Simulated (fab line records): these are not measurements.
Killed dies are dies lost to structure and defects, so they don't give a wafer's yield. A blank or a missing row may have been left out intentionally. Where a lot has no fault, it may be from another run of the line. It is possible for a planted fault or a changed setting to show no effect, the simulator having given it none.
What tool caused it?	flow gf180mcu	Sampling: 6 lots, 18 wafers, 2 of 602 route steps

WHAT THE GAUGES SHOWED, per wafer
GF_VT_IMPLANT_RS_MEAS_48: measures by four-point-probe.
lot	measured	on	LVPWELL_RS (ohm/sq)
L845	day 7 19:55	film_metro-04	1196.5 1198.4 1197.3
L847	day 8 12:53	film_metro-02	1171.8 1171.7 1171.3
L851	day 9 12:28	film_metro-02	1172.8 1170.6 1169.7
L860	day 11 23:58	film_metro-02	1199.3 1200.7 1198.1
L864	day 13 03:52	film_metro-04	1202.4 1199.4 1199.0
L867	day 13 23:29	film_metro-02	1199.7 1197.3 1198.7

EACH LOT AND THE TOOL THAT RAN IT (in order: tool; ch and the chambers of the sampled wafers; start)
lot	GF_LVPWELL_IMPLANT_09
L845	implanter-02 ch 0, day 4 00:43
L847	implanter-01 ch 0, day 4 15:26
L851	implanter-01 ch 0, day 5 12:02
L860	implanter-04 ch 0, day 7 15:02
L864	implanter-02 ch 0, day 8 15:39
L867	implanter-04 ch 0, day 9 06:49
- GF_LVPWELL_IMPLANT_09

THE ANSWER, worked out from the rows above alone
Rule: usual is defined by the lots themselves. The widest of any qualifying gaps counts: lots, ordered by their means at a reading, are off when they make up no more than a third of the lots, leave a main group of 4 or more, and stand apart from it by 3 or more times the standard deviation of that group's means. A main group is skipped when, at the precision printed for the reading in the tables above, its means are all equal. Also off: a lot with no number at a reading for which 4 or more lots have one. All remaining lots with rows at the step are treated as sound.
Off: L847, L851, at GF_VT_IMPLANT_RS_MEAS_48 (LVPWELL_RS). The main group has a mean of 1198.9 ohm/sq with a standard deviation of 1.1.
A tool fits if, at a process step before that reading, it ran every lot that is off, and no sound lot after the first of them. The gauges at GF_VT_IMPLANT_RS_MEAS_48 are tried like those tools. One fits: GF_LVPWELL_IMPLANT_09 on implanter-01. It ran no sound lot before its first lot that is off in this sample, so the start can't be narrowed down.

WHAT THE SIMULATOR HAD INSERTED
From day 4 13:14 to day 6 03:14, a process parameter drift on implanter-01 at GF_LVPWELL_IMPLANT_09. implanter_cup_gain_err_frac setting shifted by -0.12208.
Shown lots that were struck: L847, L851. The rule above found the same.
